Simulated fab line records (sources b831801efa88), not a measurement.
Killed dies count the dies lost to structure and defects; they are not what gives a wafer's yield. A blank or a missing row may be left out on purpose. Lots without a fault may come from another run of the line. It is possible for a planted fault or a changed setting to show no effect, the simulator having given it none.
Which tool is to blame? + flow sky130 + 11 lots, 33 wafers sampled, at 7 steps of a route of 708

== WHAT EACH GAUGE READ, for each wafer ==
SKY_LDD_HVN_TW_MEAS_10. Usual: LDD_HVN_TW gives 1433 (standard deviation 12).
| lot  | measured     | on            | LDD_HVN_TW     | flag |
|------|--------------|---------------|----------------|------|
| L999 | day 21 08:35 | film_metro-04 | 1432 1439 1435 |      |
| L100 | day 21 22:32 | film_metro-04 | 1438 1439 1434 |      |
| L101 | day 21 22:37 | film_metro-01 | 1419 1421 1420 |      |
| L102 | day 22 12:28 | film_metro-04 | 1438 1443 1440 |      |
| L110 | day 25 21:41 | film_metro-01 | 1412 1420 1415 |      |
| L109 | day 25 23:26 | film_metro-01 | 1414 1410 1415 |      |
| L111 | day 26 09:07 | film_metro-01 | 1459 1453 1449 |      |
| L113 | day 27 00:59 | film_metro-04 | 1429 1439 1431 |      |
| L115 | day 27 13:28 | film_metro-01 | 1435 1449 1454 |      |
| L114 | day 27 14:41 | film_metro-04 | 1432 1431 1428 |      |
| L116 | day 27 14:49 | film_metro-02 | 1438 1443 1438 |      |

SKY_LDD_LDN_TW_MEAS_13. Usual: LDD_LDN_TW gives 1479 (standard deviation 11).
| lot  | measured     | on            | LDD_LDN_TW     | flag |
|------|--------------|---------------|----------------|------|
| L999 | day 23 22:05 | film_metro-01 | 1459 1453 1466 |      |
| L100 | day 24 10:55 | film_metro-01 | 1458 1457 1458 |      |
| L101 | day 24 11:13 | film_metro-01 | 1465 1455 1459 |      |
| L102 | day 25 01:08 | film_metro-04 | 1478 1482 1483 |      |
| L110 | day 28 09:05 | film_metro-03 | 1474 1479 1484 |      |
| L109 | day 28 10:56 | film_metro-01 | 1492 1499 1493 |      |
| L111 | day 28 19:31 | film_metro-03 | 1481 1476 1480 |      |
| L113 | day 29 10:20 | film_metro-03 | 1476 1478 1476 |      |
| L115 | day 29 21:52 | film_metro-04 | 1475 1469 1484 |      |
| L114 | day 29 23:09 | film_metro-03 | 1481 1475 1480 |      |
| L116 | day 30 00:14 | film_metro-03 | 1485 1480 1489 |      |

SKY_SD_P_CD_MEAS_07 targets a cd of 380 nm. Usual: cd_nm at 380.1 nm, with a standard deviation of 2.5.
| lot  | measured     | on        | cd_nm (nm)        | flag |
|------|--------------|-----------|-------------------|------|
| L999 | day 26 11:03 | cd_sem-01 | 378.6 381.2 380.4 |      |
| L100 | day 27 00:22 | cd_sem-02 | 378.9 377.4 377.5 |      |
| L101 | day 27 00:35 | cd_sem-02 | 378.6 378.2 378.4 |      |
| L102 | day 27 14:05 | cd_sem-01 | 379.2 381.0 380.8 |      |
| L110 | day 30 19:44 | cd_sem-02 | 382.9 383.2 381.8 |      |
| L109 | day 30 20:13 | cd_sem-01 | 383.3 384.4 384.7 |      |
| L111 | day 31 04:26 | cd_sem-01 | 378.1 376.0 380.0 |      |
| L113 | day 31 21:57 | cd_sem-01 | 373.5 374.6 374.3 |      |
| L115 | day 32 06:41 | cd_sem-02 | 381.9 381.8 379.4 |      |
| L114 | day 32 09:30 | cd_sem-02 | 378.4 379.1 379.1 |      |
| L116 | day 32 10:04 | cd_sem-01 | 381.4 382.7 382.9 |      |

SKY_SD_P_TW_MEAS_11. Usual: SD_P_TW gives 2830 (standard deviation 14).
| lot  | measured     | on            | SD_P_TW                       | flag |
|------|--------------|---------------|-------------------------------|------|
| L999 | day 26 11:27 | film_metro-02 | 2846 2838 2830                |      |
| L100 | day 27 00:46 | film_metro-02 | 3117 3117 3133 3114 3117 3111 | OFF  |
| L101 | day 27 00:59 | film_metro-02 | 3128 3119 3111 3130 3120 3112 | OFF  |
| L102 | day 27 14:29 | film_metro-01 | 3116 3156 3147 3148 3139 3123 | OFF  |
| L110 | day 30 20:08 | film_metro-02 | 2833 2841 2824                |      |
| L109 | day 30 20:37 | film_metro-04 | 2798 2804 2820                |      |
| L111 | day 31 04:51 | film_metro-04 | 2843 2829 2819                |      |
| L113 | day 31 22:21 | film_metro-01 | 2842 2852 2826                |      |
| L115 | day 32 07:05 | film_metro-02 | 2808 2828 2828                |      |
| L114 | day 32 09:54 | film_metro-01 | 2833 2820 2827                |      |
| L116 | day 32 10:28 | film_metro-04 | 2791 2817 2803                |      |

SKY_SD_N_RS_MEAS_17: measures by four-point-probe. Usual: SD_P_RS gives 147.1 ohm/sq (standard deviation 0.33).
| lot  | measured     | on            | SD_P_RS (ohm/sq)                    | flag |
|------|--------------|---------------|-------------------------------------|------|
| L999 | day 28 22:32 | film_metro-02 | 147.0 146.9 146.7                   |      |
| L100 | day 29 11:10 | film_metro-02 | 122.4 122.6 122.5 122.5 122.1 122.7 | OFF  |
| L101 | day 29 11:16 | film_metro-04 | 122.7 122.8 122.7 122.8 122.4 122.6 | OFF  |
| L102 | day 29 23:43 | film_metro-04 | 122.4 122.7 122.5 122.4 122.6 122.8 | OFF  |
| L110 | day 33 04:00 | film_metro-02 | 146.7 146.7 146.6                   |      |
| L109 | day 33 04:26 | film_metro-01 | 146.7 147.2 147.1                   |      |
| L111 | day 33 11:49 | film_metro-01 | 146.9 146.8 147.2                   |      |
| L113 | day 34 04:31 | film_metro-01 | 147.0 147.1 146.3                   |      |
| L115 | day 34 12:21 | film_metro-01 | 147.0 146.6 147.0                   |      |
| L114 | day 34 16:35 | film_metro-02 | 147.3 146.8 146.5                   |      |
| L116 | day 34 16:35 | film_metro-01 | 146.9 146.2 146.8                   |      |

== WHICH TOOL RAN EACH LOT (tool, then ch and the chambers of the sampled wafers, then the start) ==
| lot  | SKY_SD_P_IMPLANT_09             | SKY_SD_P_STRIP_10                    |
|------|---------------------------------|--------------------------------------|
| L999 | implanter-01 ch 0, day 26 11:13 | plasma_asher-01 ch 0,1, day 26 11:20 |
| L100 | implanter-01 ch 0, day 27 00:31 | plasma_asher-01 ch 0, day 27 00:39   |
| L101 | implanter-01 ch 0, day 27 00:44 | plasma_asher-02 ch 0,1, day 27 00:53 |
| L102 | implanter-01 ch 0, day 27 14:14 | plasma_asher-03 ch 0,1, day 27 14:23 |
| L110 | implanter-01 ch 0, day 30 19:53 | plasma_asher-01 ch 0,1, day 30 20:02 |
| L109 | implanter-01 ch 0, day 30 20:22 | plasma_asher-02 ch 0,1, day 30 20:30 |
| L111 | implanter-04 ch 0, day 31 04:36 | plasma_asher-02 ch 0,1, day 31 04:45 |
| L113 | implanter-04 ch 0, day 31 22:06 | plasma_asher-02 ch 0,1, day 31 22:15 |
| L115 | implanter-04 ch 0, day 32 06:50 | plasma_asher-03 ch 0,1, day 32 06:59 |
| L114 | implanter-01 ch 0, day 32 09:41 | plasma_asher-01 ch 0,1, day 32 09:49 |
| L116 | implanter-04 ch 0, day 32 10:13 | plasma_asher-02 ch 0,1, day 32 10:22 |
- SKY_SD_P_IMPLANT_09
- SKY_SD_P_STRIP_10: strips in O2/N2.

== AS READ BY THE TOOLS THEMSELVES (means over the sampled wafers that have a number; for cases with no such wafer, the mark the record gives instead) ==
SKY_SD_P_IMPLANT_09. Usual: beam_energy_keV at 20.001, with a standard deviation of 0.0059.
| lot  | tool         | beam_energy_keV | flag |
|------|--------------|-----------------|------|
| L999 | implanter-01 | 20.006          |      |
| L100 | implanter-01 | 28.907          | OFF  |
| L101 | implanter-01 | 28.907          | OFF  |
| L102 | implanter-01 | 28.913          | OFF  |
| L110 | implanter-01 | 19.998          |      |
| L109 | implanter-01 | 19.994          |      |
| L111 | implanter-04 | 20.000          |      |
| L113 | implanter-04 | 20.011          |      |
| L115 | implanter-04 | 19.997          |      |
| L114 | implanter-01 | 20.000          |      |
| L116 | implanter-04 | 19.997          |      |

SKY_SD_P_STRIP_10. Usual: drypump_motor_current_A 5.8 A, standard deviation 0.49; n2_flow_sccm 300.1 sccm, standard deviation 0.95; oes_product_au 0.617 a.u., standard deviation 0.0042; strip_time_to_endpoint_s 17.49 s, standard deviation 0.037.
| lot  | tool            | drypump_motor_current_A (A) | n2_flow_sccm (sccm) | oes_product_au (a.u.) | strip_time_to_endpoint_s (s) | flag |
|------|-----------------|-----------------------------|---------------------|-----------------------|------------------------------|------|
| L999 | plasma_asher-01 | 5.5                         | 299.4               | 0.618                 | 17.53                        |      |
| L100 | plasma_asher-01 | 6.4                         | 299.8               | 0.591                 | 18.88                        | OFF  |
| L101 | plasma_asher-02 | 6.0                         | 301.0               | 0.590                 | 18.81                        | OFF  |
| L102 | plasma_asher-03 | 5.8                         | 300.5               | 0.594                 | 18.87                        | OFF  |
| L110 | plasma_asher-01 | 5.5                         | 300.3               | 0.617                 | 17.51                        |      |
| L109 | plasma_asher-02 | 6.0                         | 300.0               | 0.613                 | 17.48                        |      |
| L111 | plasma_asher-02 | 5.7                         | 299.9               | 0.621                 | 17.48                        |      |
| L113 | plasma_asher-02 | 6.0                         | 299.4               | 0.624                 | 17.47                        |      |
| L115 | plasma_asher-03 | 5.8                         | 299.9               | 0.612                 | 17.48                        |      |
| L114 | plasma_asher-01 | 5.5                         | 300.3               | 0.618                 | 17.43                        |      |
| L116 | plasma_asher-02 | 6.1                         | 299.0               | 0.618                 | 17.46                        |      |

== THE ANSWER, worked out from the rows above alone ==
Rule: take the mean of a lot's wafers that have a number; if it is more than 3 standard deviations from the usual mean, the lot is off. A lot without any number at a reading at which 4 lots or more have one is off too. All remaining lots with rows at the step are treated as sound. After the gauges, taken in route order, come the tools' own readings; for these a lot's mean is taken, as printed above. At the first step where some lot is off, the reading lying furthest off is the one used; lots without a number count as furthest.
Off: L100, L101, L102, at SKY_SD_P_TW_MEAS_11 (SD_P_TW).
A tool fits if, at a process step before that reading, it ran every lot that is off, and no sound lot after the first of them. Not tried: the gauges at SKY_SD_P_TW_MEAS_11; whatever is off there is also off at SKY_SD_P_IMPLANT_09, on other tools, and gauge error can't account for it. No candidate that was tried fits.

== WHAT THE SIMULATOR HAD PUT IN ==
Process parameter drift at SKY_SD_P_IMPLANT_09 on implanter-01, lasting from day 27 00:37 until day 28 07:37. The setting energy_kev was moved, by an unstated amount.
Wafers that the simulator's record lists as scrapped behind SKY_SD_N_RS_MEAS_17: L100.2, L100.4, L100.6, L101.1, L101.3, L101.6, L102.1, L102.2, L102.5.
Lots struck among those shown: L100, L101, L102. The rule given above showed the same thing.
